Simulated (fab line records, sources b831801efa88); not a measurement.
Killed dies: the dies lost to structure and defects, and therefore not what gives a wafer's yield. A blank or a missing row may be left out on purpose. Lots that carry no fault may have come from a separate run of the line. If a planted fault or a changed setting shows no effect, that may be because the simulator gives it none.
Chamber matching	flow gf180mcu	3 sister chambers for GF_PASSIVATION_CVD_00 on pecvd-04
The step deposits SiO2 from TEOS, target thk 1000 nm, time 111.95 s. 16 wafers are shown with their chamber, then 8 later ones without.

== EACH WAFER AND ITS CHAMBER ==
wafer	chamber	heater_power_w (W)
L074.4	0	707
L074.5	1	823
L074.6	2	667
L076.1	0	719
L076.4	2	643
L076.5	0	566
L078.2	0	608
L078.3	2	583
L078.5	1	844
L085.1	2	705
L085.4	0	568
L085.6	2	560
L092.2	0	712
L092.3	2	674
L092.4	1	811
L095.1	2	678

SIGNATURES, as means of the wafers listed above
reading	chamber 0	chamber 1	chamber 2	scatter within a chamber
heater_power_w	646.67	826.00	644.29	58.8
Rule: for each reading, subtract the chamber's mean from the wafer's reading, divide by that reading's scatter and square the result; add these up over the readings and take the root, which gives the wafer's distance from the chamber. The wafer belongs to the nearest chamber; if the next one is less than 2 further off, it can't be placed. The scatter is the square root of a quotient: the sum, over the shown wafers, of each reading's squared deviation from its chamber's mean, divided by wafers minus chambers.

== WAFERS MISSING THEIR CHAMBER ==
wafer	heater_power_w (W)
L095.2	655
L095.3	712
L095.4	561
L095.5	764
L095.6	564
L097.1	579
L097.4	806
L097.5	560

== EACH ONE'S CHAMBER ==
wafer	from the rows above	in truth
L095.2	can't be placed: 0 or 2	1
L095.3	can't be placed: 0 or 2 or 1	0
L095.4	can't be placed: 2 or 0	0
L095.5	can't be placed: 1 or 0 or 2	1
L095.6	can't be placed: 2 or 0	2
L097.1	can't be placed: 2 or 0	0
L097.4	1	1
L097.5	can't be placed: 2 or 0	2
Correct placement for 1 of the 8. From these rows, 7 cannot be placed; in 6 the true chamber is one of the candidates. Placed wrongly: 0.
